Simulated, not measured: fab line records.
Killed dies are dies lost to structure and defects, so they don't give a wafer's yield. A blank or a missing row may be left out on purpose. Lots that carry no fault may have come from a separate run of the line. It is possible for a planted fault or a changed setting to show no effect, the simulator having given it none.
fab line records	flow sky130
record: lots: 12	wafers: 36	lastDay: 50
route steps=708 shown FIELD_ISO@16 NWELL@66 SONOS_ONO@173 POLY_GATE@218 PAD_OPEN@708
lots untouched by any fault: they come from a run of this same line in which no faults occurred
startH: hours from the record's first day to the start of the lot's first wafer shown	waitH: time in hours since the lot's previous step	" identical to the entry in the row above	L1.1+2: several wafers, shown together as one row	- value missing, or start not given	* or withheld: withheld	< > ~ a bound
route shown NAME@n: NAME is a module with steps in the file, n the number in the route of the first one	usual: mean and standard deviation over wafers with no fault	same: alike in all rows	chamber/n: place in a boat	sites: the reading at each site	_std_site: the standard deviation of these	_edge_site: inner sites' mean taken away from outer sites' mean	radiusMm: for every site, how far away it sits from the centre of the wafer	mask NAME#n: copy n	behind: the most recent tool/chamber to have shaped the wafer	hold: reason for holding the lot/hours on hold/outcome of the hold	device: transistor that didn't switch, given as n, p or np	end of line: tests run on the same wafers once the route is complete	a step with no rows: only its recipe	killed: dies lost to structure and defects at the first sort, not the wafer's yield	map: per-die view of a wafer (x killed, . not killed, _ where there is no die)
set.NAME: setting as actually run; set.NAME@STEP: the setting as run at that earlier step	model.NAME: the simulator's own value behind a step, which no gauge read
steps of the route over a sample of lots; a table a step, a row a wafer
services: a tool's chamber out of use, with start hour (startH, from the record's first day; less than 0 if before it), hours out, and reason
== steps ==
step: SKY_FIELD_ISO_ETCH_15
recipe: chemistry: CHF3/O2	targetDepthNm: 180	stopOn: Si	sourceW: 600	biasW: 200	pressureMtorr: 40	chf3FlowSccm: 50	O2_flow_sccm: 5	timeS: 72
usual: drypumpMotorCurrentA: 5.5/0.48	oesProductAu: 0.946/0.0062	throttleValvePct: 8.845/0.0094
lot.wafer	tool	chamber	startH	waitH	drypumpMotorCurrentA	oesProductAu	rfHoursCounterH	throttleValvePct
L647.1	rieDiel-01	0	37.25	0.0	5.6	0.939	9	8.834
L647.2	"	1	"	"	6.3	0.941	109	8.831
L647.5	"	3	"	"	4.9	0.936	-	8.845
L649.1	rieDiel-01	0	41.70	0.0	5.6	0.943	10	8.859
L649.2	"	3	"	"	4.9	0.954	88	8.846
L649.6	"	1	"	"	6.3	0.945	-	8.849
L653.3	rieDiel-04	3	59.78	0.0	5.8	0.947	8	8.847
L653.4	"	2	"	"	4.8	0.948	125	8.850
L653.5	"	1	"	"	4.9	0.943	-	8.844
L654.2	rieDiel-02	2	64.75	0.0	5.8	0.942	3	8.836
L654.4	"	1	"	"	6.2	0.956	84	8.835
L654.5	"	3	"	"	5.5	0.951	-	8.857
L655.3	rieDiel-02	3	70.60	0.0	5.5	0.946	24	8.844
L655.4	"	2	"	"	5.8	0.957	3	8.850
L655.6	"	3	"	"	5.5	0.955	-	8.850
L657.1	rieDiel-04	2	81.73	0.0	4.7	0.946	125	8.841
L657.4	"	1	"	"	4.9	0.948	1	8.857
L657.6	"	3	"	"	5.8	0.951	-	8.854
L660.1	rieDiel-04	2	99.44	0.0	4.8	0.936	126	8.845
L660.2	"	0	"	"	5.5	0.948	123	8.833
L660.4	"	3	"	"	5.8	0.947	9	8.837
L661.1	rieDiel-04	2	103.73	0.0	4.8	0.937	126	8.859
L661.3	"	0	"	"	5.5	0.943	123	8.852
L661.5	"	3	"	"	5.8	0.933	-	8.837
L662.1	rieDiel-04	2	107.88	0.0	4.8	0.955	126	8.850
L662.4	"	3	"	"	5.8	0.943	9	8.842
L662.6	"	0	"	"	5.5	0.951	-	8.835
L664.4	rieDiel-04	3	116.48	0.0	5.8	0.944	-	8.833
L664.5	"	0	"	"	5.6	0.945	-	8.856
L664.6	"	1	"	"	4.9	0.939	-	8.854
L666.1	rieDiel-04	3	130.22	0.0	5.8	0.936	9	8.841
L666.4	"	0	"	"	5.5	0.953	124	8.872
L666.5	"	2	"	"	4.7	0.946	-	8.847
L670.1	rieDiel-01	1	149.60	0.0	6.3	0.942	111	8.850
L670.2	"	3	"	"	4.9	0.937	90	8.832
L670.3	"	0	"	"	5.7	0.935	11	8.840
step: SKY_NWELL_IMPLANT_13
recipe: species: P	energyKev: 50	doseCm2: 7e+11	tiltDeg: withheld
usual: doseIonsCm2: 6.999e+11/6.8e+08	faradayCurrentUA: 3.95/0.072
lot.wafer	tool	chamber	startH	waitH	doseIonsCm2	faradayCurrentUA
L647.1	implanter-03	0	94.10	0.1	6.994e+11	3.82
L647.2	"	0	"	"	6.994e+11	3.95
L647.5	"	0	"	"	7.002e+11	3.93
L649.1	implanter-03	0	98.45	0.1	7.003e+11	4.04
L649.2	"	0	"	"	7.009e+11	4.10
L649.6	"	0	"	"	7.004e+11	3.95
L653.3	implanter-04	0	127.75	0.1	6.994e+11	4.05
L653.4	"	0	"	"	6.994e+11	3.85
L653.5	"	0	"	"	7.005e+11	4.00
L654.2	implanter-04	0	128.17	0.1	6.999e+11	3.93
L654.4	"	0	"	"	7.003e+11	3.89
L654.5	"	0	"	"	7.005e+11	4.04
L655.3	implanter-03	0	133.32	0.1	5.088e+11	2.79
L655.4	"	0	"	"	5.069e+11	2.87
L655.6	"	0	"	"	5.08e+11	2.83
L657.1	implanter-03	0	144.07	0.1	5.085e+11	2.83
L657.4	"	0	"	"	5.097e+11	2.91
L657.6	"	0	"	"	5.089e+11	2.78
L660.1	implanter-04	0	167.25	0.1	6.998e+11	3.91
L660.2	"	0	"	"	7e+11	3.96
L660.4	"	0	"	"	7.002e+11	4.03
L661.1	implanter-04	0	175.58	0.1	6.997e+11	3.97
L661.3	"	0	"	"	6.992e+11	3.85
L661.5	"	0	"	"	7.004e+11	3.93
L662.1	implanter-04	0	176.05	0.1	6.998e+11	4.05
L662.4	"	0	"	"	6.988e+11	3.93
L662.6	"	0	"	"	7.004e+11	3.83
L664.4	implanter-04	0	183.60	0.1	6.994e+11	3.96
L664.5	"	0	"	"	6.999e+11	3.92
L664.6	"	0	"	"	6.999e+11	3.94
L666.1	implanter-04	0	197.20	0.1	6.991e+11	3.98
L666.4	"	0	"	"	7.006e+11	3.97
L666.5	"	0	"	"	6.996e+11	4.04
L670.1	implanter-04	0	223.25	0.1	7.001e+11	3.95
L670.2	"	0	"	"	7.002e+11	4.00
L670.3	"	0	"	"	7.002e+11	3.90
step: SKY_NWELL_RS_MEAS_29
recipe: thkMeasGauge: four-point-probe
usual: NWELL_RS: 624.9/1.8
lot.wafer	tool	chamber	startH	waitH	NWELL_RS[ohm/sq]
L647.1	filmMetro-01	-	111.96	0.1	623.6
L647.2	"	-	"	"	622.9
L647.5	"	-	"	"	624.9
L649.1	filmMetro-03	-	116.92	0.1	622.7
L649.2	"	-	"	"	624.4
L649.6	"	-	"	"	624.8
L653.3	filmMetro-02	-	147.75	0.1	622.8
L653.4	"	-	"	"	624.1
L653.5	"	-	"	"	622.9
L654.2	filmMetro-01	-	148.08	0.1	625.4
L654.4	"	-	"	"	626.7
L654.5	"	-	"	"	625.2
L655.3	filmMetro-01	-	153.35	0.1	632.8
L655.4	"	-	"	"	632.9
L655.6	"	-	"	"	633.2
L657.1	filmMetro-01	-	163.06	0.1	632.4
L657.4	"	-	"	"	630.1
L657.6	"	-	"	"	633.4
L660.1	filmMetro-02	-	189.11	0.1	621.6
L660.2	"	-	"	"	624.8
L660.4	"	-	"	"	622.8
L661.1	filmMetro-03	-	197.26	0.1	624.9
L661.3	"	-	"	"	625.4
L661.5	"	-	"	"	626.9
L662.1	filmMetro-01	-	197.48	0.1	626.5
L662.4	"	-	"	"	626.1
L662.6	"	-	"	"	625.5
L664.4	filmMetro-02	-	204.90	0.1	624.1
L664.5	"	-	"	"	622.2
L664.6	"	-	"	"	622.0
L666.1	filmMetro-03	-	219.26	0.1	626.9
L666.4	"	-	"	"	626.9
L666.5	"	-	"	"	626.7
L670.1	filmMetro-03	-	246.43	0.1	625.0
L670.2	"	-	"	"	625.7
L670.3	"	-	"	"	626.0
step: SKY_SONOS_ONO_THK_MEAS_05
recipe: reads: SiO2_of_SONOS_ONO_CVD_04
usual: SONOS_ONO_CVD_04_THK: 5.70/0.11
lot.wafer	tool	chamber	startH	waitH	SONOS_ONO_CVD_04_THK[nm]
L647.1	filmMetro-03	-	264.16	0.0	5.62
L647.2	"	-	"	"	5.60
L647.5	"	-	"	"	5.60
L649.1	filmMetro-02	-	273.12	0.0	5.62
L649.2	"	-	"	"	5.69
L649.6	"	-	"	"	5.74
L654.2	filmMetro-02	-	314.94	0.0	5.84
L654.4	"	-	"	"	6.01
L654.5	"	-	"	"	5.94
L653.3	filmMetro-04	-	314.95	0.0	5.81
L653.4	"	-	"	"	5.77
L653.5	"	-	"	"	5.61
L655.3	filmMetro-04	-	323.99	0.1	5.60
L655.4	"	-	"	"	5.50
L655.6	"	-	"	"	5.56
L657.1	filmMetro-04	-	338.32	0.0	5.48
L657.4	"	-	"	"	5.67
L657.6	"	-	"	"	5.57
L660.1	filmMetro-04	-	365.84	0.0	5.62
L660.2	"	-	"	"	5.83
L660.4	"	-	"	"	5.73
L661.1	filmMetro-03	-	378.51	0.0	5.85
L661.3	"	-	"	"	5.71
L661.5	"	-	"	"	5.81
L662.1	filmMetro-03	-	378.57	0.1	5.78
L662.4	"	-	"	"	5.57
L662.6	"	-	"	"	5.70
L664.4	filmMetro-03	-	384.83	0.0	5.87
L664.5	"	-	"	"	5.72
L664.6	"	-	"	"	5.75
L666.1	filmMetro-03	-	402.04	0.0	5.81
L666.4	"	-	"	"	5.88
L666.5	"	-	"	"	5.70
L670.1	filmMetro-02	-	432.80	0.0	5.81
L670.2	"	-	"	"	5.69
L670.3	"	-	"	"	5.82
step: SKY_POLY_GATE_THK_MEAS_04
recipe: reads: Si3N4_of_POLY_GATE_CVD_03
usual: POLY_GATE_CVD_03_THK: 75.1/0.65
lot.wafer	tool	chamber	startH	waitH	POLY_GATE_CVD_03_THK[nm]
L647.1	filmMetro-02	-	354.13	0.0	76.1
L647.2	"	-	"	"	76.1
L647.5	"	-	"	"	75.4
L649.1	filmMetro-04	-	371.60	0.0	74.7
L649.2	"	-	"	"	74.3
L649.6	"	-	"	"	75.1
L654.2	filmMetro-01	-	403.53	0.0	75.9
L654.4	"	-	"	"	75.7
L654.5	"	-	"	"	76.5
L653.3	filmMetro-04	-	405.58	0.0	76.5
L653.4	"	-	"	"	76.1
L653.5	"	-	"	"	76.2
L655.3	filmMetro-02	-	414.71	0.0	75.3
L655.4	"	-	"	"	75.8
L655.6	"	-	"	"	75.4
L657.1	filmMetro-01	-	429.84	0.0	75.4
L657.4	"	-	"	"	75.7
L657.6	"	-	"	"	75.4
L660.1	filmMetro-01	-	459.84	0.0	75.5
L660.2	"	-	"	"	75.8
L660.4	"	-	"	"	75.4
L661.1	filmMetro-01	-	473.81	0.0	74.6
L661.3	"	-	"	"	74.4
L661.5	"	-	"	"	73.9
L662.1	filmMetro-01	-	475.16	0.0	74.2
L662.4	"	-	"	"	73.7
L662.6	"	-	"	"	74.5
L664.4	filmMetro-01	-	483.57	0.0	75.4
L664.5	"	-	"	"	74.7
L664.6	"	-	"	"	75.3
L666.1	filmMetro-01	-	500.19	0.0	75.3
L666.4	"	-	"	"	75.0
L666.5	"	-	"	"	75.1
L670.1	filmMetro-04	-	531.09	0.0	74.8
L670.2	"	-	"	"	74.3
L670.3	"	-	"	"	75.2
step: SKY_PAD_OPEN_PROBE_99
usual: killed_at_M0_to_M3: 43/7.6	killed_at_M4_up: 2.8/1.9	killedAtContacts: 24/4.7	killedAtFrontEnd: 16/4.4	killedAtOther: 0.2/0.4	killedDies: 86/9.9	killedOnRim: 17/3.9	killedOpen: 47/8.2	killedShort: 39/6.3
same: grossDies: 492	killedAtBackSide: 0
lot.wafer	tool	chamber	startH	waitH	killed_at_M0_to_M3	killed_at_M4_up	killedAtContacts	killedAtFrontEnd	killedAtOther	killedDies	killedOnRim	killedOpen	killedShort
L657.1	prober-01	-	1137.18	0.1	46	4	35	13	0	98	17	58	40
L657.4	prober-01	-	1137.33	0.2	38	4	20	16	1	79	19	29	50
L657.6	prober-01	-	1137.43	0.2	35	5	21	20	1	82	15	47	35
L661.1	prober-01	-	1162.88	0.1	35	3	27	18	0	83	16	44	39
L661.3	prober-01	-	1162.98	0.2	46	2	21	21	0	90	19	46	44
L661.5	prober-01	-	1163.08	0.2	53	4	17	18	0	92	13	46	46
L662.1	prober-02	-	1164.16	0.1	41	2	22	10	0	75	12	37	38
L662.4	prober-02	-	1164.31	0.2	38	1	20	11	0	70	14	34	36
L662.6	prober-02	-	1164.41	0.2	49	8	20	20	0	97	18	56	41
killed by level:class
L657.1 VIA1:geometricParticle:open=17 LI_CONTACT:geometricParticle:open=10 CONTACT:geometricParticle:open=10 CONTACT:geometricParticle:short=6 VIA2:geometricParticle:open=6 VIA3:geometricParticle:open=6 METAL2:geometricParticle:short=5 LI_CONTACT:geometricParticle:short=4
L657.4 METAL1:geometricParticle:short=12 LI_CONTACT:geometricParticle:open=6 CONTACT:geometricParticle:short=6 VIA1:geometricParticle:open=5 METAL2:geometricParticle:short=5 FIELD_ISO:geometricParticle:open=4 FIELD_ISO:geometricParticle:short=4 VIA3:geometricParticle:open=4
L657.6 CONTACT:geometricParticle:open=9 METAL1:geometricParticle:short=9 VIA1:geometricParticle:open=8 POLY_GATE:geometricParticle:open=7 VIA3:geometricParticle:open=6 FIELD_ISO:geometricParticle:short=5 LOCAL_INTERCONNECT:geometricParticle:short=5 FIELD_ISO:geometricParticle:open=4
L661.1 CONTACT:geometricParticle:open=9 LI_CONTACT:geometricParticle:open=7 METAL2:geometricParticle:short=7 FIELD_ISO:geometricParticle:short=6 VIA2:geometricParticle:open=6 LOCAL_INTERCONNECT:geometricParticle:open=5 METAL1:geometricParticle:short=5 FIELD_ISO:geometricParticle:open=3
L661.3 VIA1:geometricParticle:open=11 CONTACT:geometricParticle:open=8 VIA2:geometricParticle:open=6 VIA3:geometricParticle:open=6 FIELD_ISO:geometricParticle:open=5 POLY_GATE:geometricParticle:short=5 METAL1:geometricParticle:short=5 CONTACT:geometricParticle:short=5
L661.5 VIA1:geometricParticle:open=12 METAL2:geometricParticle:short=10 FIELD_ISO:geometricParticle:open=7 VIA2:geometricParticle:open=7 METAL1:geometricParticle:short=7 VIA3:geometricParticle:open=6 LI_CONTACT:geometricParticle:open=5 CONTACT:geometricParticle:open=5
L662.1 VIA1:geometricParticle:open=10 CONTACT:geometricParticle:open=9 VIA2:geometricParticle:open=8 VIA2:geometricParticle:short=6 LOCAL_INTERCONNECT:geometricParticle:short=5 VIA3:geometricParticle:short=5 LI_CONTACT:geometricParticle:open=4 CONTACT:geometricParticle:short=4
L662.4 VIA1:geometricParticle:open=9 VIA3:geometricParticle:open=6 CONTACT:geometricParticle:short=6 METAL1:geometricParticle:short=6 CONTACT:geometricParticle:open=5 VIA1:geometricParticle:short=5 LI_CONTACT:geometricParticle:short=4 LI_CONTACT:geometricParticle:open=4
L662.6 VIA1:geometricParticle:open=16 VIA3:geometricParticle:open=10 CONTACT:geometricParticle:open=8 CONTACT:geometricParticle:short=7 METAL4:geometricParticle:short=7 FIELD_ISO:geometricParticle:short=6 VIA2:geometricParticle:open=6 FIELD_ISO:geometricParticle:open=5
== services ==
tool	chamber	startH	hours	kind
implanter-03	-	15.26	6.3	repair
rieDiel-02	0	16.86	4.0	repair
implanter-04	-	21.34	1.1	repair
implanter-03	-	33.34	2.5	pm
implanter-04	-	40.35	1.6	repair
rieDiel-04	2	47.33	10.9	repair
implanter-04	-	74.06	9.9	pm
implanter-03	-	87.42	0.6	repair
implanter-03	-	87.50	1.4	repair
rieDiel-02	-	87.94	7.6	repair
implanter-04	-	94.28	2.3	repair
rieDiel-01	3	109.67	3.9	repair
rieDiel-04	2	116.36	7.7	repair
rieDiel-02	3	122.65	9.1	repair
rieDiel-02	2	126.24	1.7	repair
implanter-03	-	126.62	0.6	repair
rieDiel-01	2	126.82	6.7	repair
rieDiel-02	-	135.97	0.4	repair
rieDiel-01	2	142.84	16.6	repair
rieDiel-04	2	161.96	4.6	repair
implanter-03	-	162.80	5.8	repair
rieDiel-01	3	175.53	9.0	repair
implanter-04	-	186.39	2.4	repair
rieDiel-02	0	222.22	6.1	repair
== key ==
firstSign: step: SKY_NWELL_IMPLANT_13	reading: doseIonsCm2	direction: down	sigmas: 99+	usual: *	struck: *
effect: step: SKY_NWELL_IMPLANT_13	reading: faradayCurrentUA	direction: down	sigmas: 15	usual: 3.95	struck: 2.84
effect: step: SKY_NWELL_RS_MEAS_29	reading: NWELL_RS	direction: up	sigmas: 4.3	usual: 624.9	struck: 632.5
metAt SKY_NWELL_IMPLANT_13
struckLots L655,L657
testerLeftOut L655,L657
notActingAt SKY_FIELD_ISO_ETCH_15,SKY_SONOS_ONO_THK_MEAS_05,SKY_POLY_GATE_THK_MEAS_04
onsetBetween 98.45 133.32
fault: kind: processParameterDrift	tool: implanter-03	chamber: -	onsetH: 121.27	steps: SKY_NWELL_IMPLANT_13	channel: doseCm2	offset: *	shape: step	endH: 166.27	actsIn: *	stated: *
testerLeftOut: of these lots the tester's yield and bins aren't shown, on N5 and GAA mostly nor the transistor test; their killed dies are dies lost to structure and defects alone, not to doping, threshold or leakage, so they don't give the yield
